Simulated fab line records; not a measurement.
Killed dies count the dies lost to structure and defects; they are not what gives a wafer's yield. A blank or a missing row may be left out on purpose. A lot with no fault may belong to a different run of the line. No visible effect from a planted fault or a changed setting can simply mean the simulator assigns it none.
fab line records	flow gf180mcu
record: lots: 6	wafers: 18	lastDay: 34
route steps=602 shown V3@445 M4@456
lots with no fault: from the same line, run without faults
startH: hours from the record's first day to the start of the lot's first wafer shown	waitH: hours from the lot's prior step to this one	" the same as in the row above	L1.1+2: several wafers, shown together as one row	- no value, or no start given	* or withheld: withheld	< > ~ a bound
route shown NAME@n: NAME is a module with steps in the file, n the number in the route of the first one	usual: mean/standard deviation of fault-free wafers	same: alike in all rows	chamber/n: place in a boat	sites: the reading at each site	_std_site: standard deviation of those values	_edge_site: mean of outer sites minus mean of inner sites	radiusMm: how far each site lies from the wafer's centre	mask NAME#n: copy n	behind: the tool/chamber that last shaped the wafer	hold: the reason the lot was held/the length of the hold in hours/how it ended	device: names the non-switching transistor (n, p or np)	end of line: the same wafers' tests at the end of the route	a step with no rows: only its recipe	killed: at the first sort, the dies lost to defects and structure; wafer yield is something else	map: dies across one wafer; x = killed, . = not, _ = none there
set.NAME: the setting that was run; set.NAME@STEP: the one run at that earlier step	model.NAME: the simulator's own value behind a step, which no gauge read
certain route steps with their lots: each step a table, each wafer a row
services: a tool's chamber out of use, with start hour (startH, from the record's first day; less than 0 if before it), hours out, and reason
== steps ==
step: GF_V3_ETCH_16
recipe: chemistry: N2/H2	targetDepthA: withheld	overetchA: withheld	timeS: withheld	target: BARC	ionEnergyEv: 200	sourceW: 500	biasW: 100	pressureMtorr: 30	n2FlowSccm: 100	h2FlowSccm: 200
usual: drypumpMotorCurrentA: 5.6/0.58	oesProductAu: 0.856/0.0049	throttleValvePct: 13.225/0.0094
lot.wafer	tool	chamber	startH	waitH	drypumpMotorCurrentA	oesProductAu	throttleValvePct
L264.1	rieDiel-03	1	512.85	0.0	5.3	0.858	13.222
L264.2	"	0	"	"	6.3	0.858	13.230
L264.4	"	2	"	"	4.7	0.862	13.238
L270.2	rieDiel-03	0	567.20	0.0	6.3	0.855	13.242
L270.3	"	3	"	"	5.2	0.854	13.220
L270.4	"	0	"	"	6.3	0.852	13.234
L273.3	rieDiel-01	2	589.03	0.0	5.9	0.860	13.219
L273.4	"	1	"	"	5.2	0.863	13.224
L273.6	"	3	"	"	6.7	0.859	13.244
L274.2	rieDiel-03	1	598.44	0.0	5.4	0.860	13.237
L274.4	"	0	"	"	6.3	0.862	13.219
L274.5	"	2	"	"	4.7	0.861	13.228
L282.1	rieDiel-04	3	656.49	0.0	5.1	0.852	13.238
L282.4	"	2	"	"	5.2	0.854	13.233
L282.5	"	0	"	"	5.1	0.857	13.219
L287.1	rieDiel-04	3	688.94	0.0	5.1	0.851	13.234
L287.3	"	0	"	"	5.1	0.849	13.240
L287.5	"	2	"	"	5.2	0.856	13.212
step: GF_V3_ETCH_17
recipe: chemistry: C4F8/O2/Ar	maskMaterial: KrF	target: SiO2	stopOn: TiN	sourceW: 1500	biasW: 1200	pressureMtorr: 40	c4f8FlowSccm: withheld	O2_flow_sccm: 6	Ar_flow_sccm: 300	timeS: withheld	targetDepthA: 6350
usual: oesProductAu: 0.856/0.0043
lot.wafer	tool	chamber	startH	waitH	oesProductAu
L264.1	rieDiel-03	1	-	-	0.859
L264.2	"	0	"	"	0.856
L264.4	"	2	"	"	0.847
L270.2	rieDiel-03	0	-	-	0.859
L270.3	"	3	"	"	0.854
L270.4	"	0	"	"	0.857
L273.3	rieDiel-01	2	-	-	0.855
L273.4	"	1	"	"	0.855
L273.6	"	3	"	"	0.857
L274.2	rieDiel-03	1	-	-	0.856
L274.4	"	0	"	"	0.857
L274.5	"	2	"	"	0.857
L282.1	rieDiel-04	3	-	-	0.856
L282.4	"	2	"	"	0.848
L282.5	"	0	"	"	0.847
L287.1	rieDiel-04	3	-	-	0.849
L287.3	"	0	"	"	0.859
L287.5	"	2	"	"	0.855
step: GF_V3_STRIP_18
recipe: chemistry: O2/N2	powerW: 1400	pressureMtorr: 1500	platenTempC: 250	o2FlowSccm: 3000	n2FlowSccm: 300	overashFraction: 0.5
step: GF_V3_STRIP_19
recipe: chemistry: postEtchResidueRemover	timeS: 1200	tempC: 72.5
step: GF_V3_CLEAN_20
recipe: chemistry: DIW	dry: n2Spin
step: GF_V3_SPUTTER_21
recipe: material: Ti	targetThkNm: 15	chamberPressurePa: 5	powerW: 2500	substrateTempC: 200	timeS: 80.02
usual: cathodeDcPowerW: 2500.0/0.49	chamberPressurePa: 5.000/0.011	substrateTempC: 200.00/0.16	throttleValvePct: 30.2/1.1
lot.wafer	tool	chamber	startH	waitH	cathodeDcPowerW	chamberPressurePa	substrateTempC	throttleValvePct
L264.1	pvdSputter-02	-	513.52	0.0	2499.4	5.013	199.90	32.6
L264.2	"	-	"	"	2500.2	4.997	200.08	30.5
L264.4	"	-	"	"	2499.4	4.991	200.41	29.3
L270.2	pvdSputter-02	-	567.86	0.0	2499.8	4.989	200.27	29.5
L270.3	"	-	"	"	2500.6	5.003	199.83	30.4
L270.4	"	-	"	"	2499.8	5.001	200.02	32.3
L273.3	pvdSputter-02	-	589.72	0.0	2500.0	4.997	200.01	29.3
L273.4	"	-	"	"	2500.2	5.019	199.89	29.2
L273.6	"	-	"	"	2499.5	5.021	200.11	29.4
L274.2	pvdSputter-02	-	599.11	0.0	2499.7	5.013	200.01	30.2
L274.4	"	-	"	"	2501.2	5.010	200.02	29.6
L274.5	"	-	"	"	2500.7	4.999	200.15	29.3
L282.1	pvdSputter-01	-	657.15	0.0	2499.5	5.020	200.39	29.3
L282.4	"	-	"	"	2500.5	4.986	200.25	30.9
L282.5	"	-	"	"	2499.9	5.001	199.93	29.8
L287.1	pvdSputter-02	-	689.61	0.0	2500.3	5.007	200.04	32.8
L287.3	"	-	"	"	2499.8	5.010	200.09	29.3
L287.5	"	-	"	"	2498.7	4.995	200.17	32.8
step: GF_V3_SPUTTER_22
recipe: material: TiN	targetThkNm: 10	chamberPressurePa: 5	powerW: 4000	timeS: 40
step: GF_V3_CVD_23
recipe: material: W	targetThkNm: 350	timeS: 104.9	tempC: 400	pressureTorr: 40
usual: heaterPowerW: 818/56
lot.wafer	tool	chamber	startH	waitH	heaterPowerW
L264.1	cvdW-02	0	513.62	0.0	795
L264.2	"	1	"	"	746
L264.4	"	0	"	"	811
L270.2	cvdW-02	0	567.96	0.0	825
L270.3	"	1	"	"	759
L270.4	"	0	"	"	805
L273.3	cvdW-01	0	589.86	0.1	802
L273.4	"	1	"	"	899
L273.6	"	1	"	"	874
L274.2	cvdW-01	1	599.21	0.0	923
L274.4	"	0	"	"	805
L274.5	"	0	"	"	806
L282.1	cvdW-01	0	657.25	0.0	777
L282.4	"	1	"	"	910
L282.5	"	0	"	"	804
L287.1	cvdW-02	0	689.71	0.0	826
L287.3	"	0	"	"	828
L287.5	"	1	"	"	753
step: GF_V3_RS_MEAS_24
recipe: thkMeasGauge: four-point-probe	reads: W_of_V3_CVD_23+TiN_of_V3_SPUTTER_22+Ti_of_V3_SPUTTER_21
usual: V3_W_RS: 0.324/0.0046
lot.wafer	tool	chamber	startH	waitH	V3_W_RS[ohm/sq]
L264.1	filmMetro-03	-	513.73	0.1	0.322
L264.2	"	-	"	"	0.319
L264.4	"	-	"	"	0.324
L270.2	filmMetro-01	-	568.09	0.1	0.332
L270.3	"	-	"	"	0.318
L270.4	"	-	"	"	0.326
L273.3	filmMetro-01	-	589.98	0.1	0.333
L273.4	"	-	"	"	0.328
L273.6	"	-	"	"	0.324
L274.2	filmMetro-03	-	599.34	0.1	0.319
L274.4	"	-	"	"	0.330
L274.5	"	-	"	"	0.327
L282.1	filmMetro-03	-	657.36	0.1	0.332
L282.4	"	-	"	"	0.324
L282.5	"	-	"	"	0.332
L287.1	filmMetro-03	-	689.82	0.1	0.327
L287.3	"	-	"	"	0.330
L287.5	"	-	"	"	0.319
step: GF_V3_THK_MEAS_25
recipe: thkMeasGauge: xrf	reads: W_of_V3_CVD_23
usual: V3_W_THK: 354/5.7
lot.wafer	tool	chamber	startH	waitH	V3_W_THK[nm]
L264.1	filmMetro-03	-	513.85	0.1	353
L264.2	"	-	"	"	361
L264.4	"	-	"	"	353
L270.2	filmMetro-01	-	568.20	0.1	353
L270.3	"	-	"	"	368
L270.4	"	-	"	"	358
L273.3	filmMetro-01	-	590.08	0.1	349
L273.4	"	-	"	"	354
L273.6	"	-	"	"	358
L274.2	filmMetro-03	-	599.45	0.1	360
L274.4	"	-	"	"	348
L274.5	"	-	"	"	349
L282.1	filmMetro-03	-	657.48	0.1	344
L282.4	"	-	"	"	352
L282.5	"	-	"	"	344
L287.1	filmMetro-03	-	689.94	0.1	347
L287.3	"	-	"	"	346
L287.5	"	-	"	"	356
step: GF_V3_CMP_26
recipe: stopOn: SiO2	downForcePsi: 3.5	platenRpm: 60	tOverpolishS: 15	targetThkNm: 0	padVelocityMS: 0.94248
usual: edgeZonePressureFrac: 1.000/0.0047	motorCurrentA: 11.4/1.5	overpolishRunS: 15.001/0.0085	slurryFilterDpKPa: 13.49/0.13	slurryFlowMlMin: 150.0/0.45	timeToEndpointS: 84/4.8
lot.wafer	tool	chamber	startH	waitH	edgeZonePressureFrac	motorCurrentA	overpolishRunS	slurryFilterDpKPa	slurryFlowMlMin	timeToEndpointS
L264.1	cmp-01	3	513.91	0.1	1.004	10.8	15.001	13.51	150.4	83
L264.4	"	0	"	"	0.998	10.5	15.000	13.39	149.5	86
L264.2	"	2	"	"	1.004	12.8	15.001	13.44	149.8	86
L270.4	cmp-02	3	568.25	0.0	1.001	12.1	15.011	13.52	150.0	95
L270.3	"	0	"	"	0.995	9.6	15.004	13.68	150.1	82
L270.2	"	2	"	"	1.005	10.3	15.010	13.48	150.4	77
L273.3	cmp-02	2	590.22	0.1	0.999	11.1	14.999	13.43	150.3	76
L273.4	"	3	"	"	1.003	12.7	15.016	13.25	150.9	89
L273.6	"	1	"	"	0.999	13.9	14.987	13.42	150.1	84
L274.2	cmp-02	2	599.55	0.1	0.995	11.0	14.995	13.31	148.6	78
L274.4	"	3	"	"	1.004	12.5	14.994	13.54	149.7	93
L274.5	"	1	"	"	1.000	13.0	14.999	13.46	150.3	92
L282.1	cmp-02	2	657.54	0.1	1.001	11.2	15.003	13.54	150.4	75
L282.4	"	1	"	"	1.000	13.7	15.000	13.45	149.8	81
L282.5	"	2	"	"	1.011	11.3	15.005	13.53	150.5	73
L287.3	cmp-02	0	690.00	0.0	1.005	9.5	14.997	13.60	149.9	80
L287.1	"	1	"	"	1.001	13.9	15.011	13.31	149.8	90
L287.5	"	0	"	"	1.006	9.4	14.995	13.60	149.3	84
step: GF_M4_SPUTTER_00
recipe: material: Ti	targetThkNm: 37.5	arrivingIonEnergyEv: 80	substrateTempC: 200	chamberPressurePa: 2	powerW: 4000	timeS: 150
step: GF_M4_SPUTTER_01
recipe: material: TiN	targetThkNm: 30	powerW: 6500	timeS: 25	chamberPressurePa: 0.4
usual: cathodeDcPowerW: 6500.2/1.3	chamberPressurePa: 0.4000/0.00081	throttleValvePct: 30.0/0.99
lot.wafer	tool	chamber	startH	waitH	cathodeDcPowerW	chamberPressurePa	throttleValvePct	model.TiN_of_M4_SPUTTER_01.thkNm
L264.1	pvdSputter-03	-	514.31	0.1	6502.0	0.4012	30.1	30.65
L264.2	"	-	"	"	6498.7	0.3990	29.5	30.13
L264.4	"	-	"	"	6500.2	0.3993	30.1	30.11
L270.2	pvdSputter-01	-	568.65	0.1	6498.6	0.3999	29.8	30.21
L270.3	"	-	"	"	6499.9	0.4011	29.2	29.64
L270.4	"	-	"	"	6500.4	0.4009	29.4	30.32
L273.3	pvdSputter-01	-	590.52	0.1	6793.9	0.4002	29.5	31.49
L273.4	"	-	"	"	6794.2	0.4001	31.0	31.58
L273.6	"	-	"	"	6793.1	0.4000	29.7	31.72
L274.2	pvdSputter-01	-	599.90	0.1	6794.9	0.4006	29.3	31.45
L274.4	"	-	"	"	6794.9	0.3995	29.2	31.92
L274.5	"	-	"	"	6793.9	0.3998	29.7	31.69
L282.1	pvdSputter-03	-	657.94	0.1	6500.5	0.4005	29.9	29.91
L282.4	"	-	"	"	6501.7	0.3998	29.2	29.71
L282.5	"	-	"	"	6499.3	0.3994	29.5	29.1
L287.1	pvdSputter-03	-	690.40	0.1	6498.7	0.3996	29.2	29.08
L287.3	"	-	"	"	6501.2	0.4000	30.1	29.24
L287.5	"	-	"	"	6497.9	0.3997	30.0	29.5
step: GF_M4_SPUTTER_02
recipe: material: AlCu	targetThkNm: 450	powerW: 10600	timeS: 23.9	chamberPressurePa: 0.4
== services ==
tool	chamber	startH	hours	kind
rieDiel-04	2	500.94	62.1	repair
rieDiel-04	0	507.89	3.3	repair
rieDiel-04	1	510.59	14.2	repair
pvdSputter-02	-	528.37	8.7	repair
rieDiel-01	0	537.78	24.3	repair
pvdSputter-03	-	541.97	1.4	repair
cvdW-02	-	546.13	6.9	pm
cmp-02	-	549.13	0.2	repair
rieDiel-01	1	557.90	7.4	repair
rieDiel-01	-	558.01	0.7	repair
pvdSputter-03	-	560.40	1.4	repair
rieDiel-03	1	563.97	12.4	repair
pvdSputter-02	-	568.85	2.3	repair
cmp-02	-	572.00	4.0	pm
rieDiel-04	3	576.60	38.2	repair
rieDiel-03	2	579.22	1.8	repair
rieDiel-03	3	596.08	26.1	repair
rieDiel-04	1	603.61	5.2	repair
cvdW-02	-	612.90	0.2	repair
rieDiel-04	2	613.78	9.9	repair
cmp-02	-	633.98	0.8	repair
rieDiel-01	-	651.25	2.3	repair
cvdW-02	0	655.79	2.4	repair
cmp-02	-	679.07	0.7	repair
== key ==
firstSign: step: GF_M4_SPUTTER_01	reading: cathodeDcPowerW	direction: up	sigmas: 99+	usual: 6500.2	struck: 6794.1
effect none on later readings
modelEffect: step: GF_M4_SPUTTER_01	value: TiN_of_M4_SPUTTER_01.thkNm	without: 30.29	struck: 31.64
metAt GF_M4_SPUTTER_01
struckWafers L273.3,L273.4,L273.6,L274.2,L274.4,L274.5
onsetBetween 568.65 590.52
fault: kind: processParameterDrift	tool: pvdSputter-01	chamber: -	onsetH: 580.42	steps: GF_M4_SPUTTER_01	channel: powerW	offset: 294.23	shape: step	endH: 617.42	actsIn: theseRecipesOnly	stated: 6500
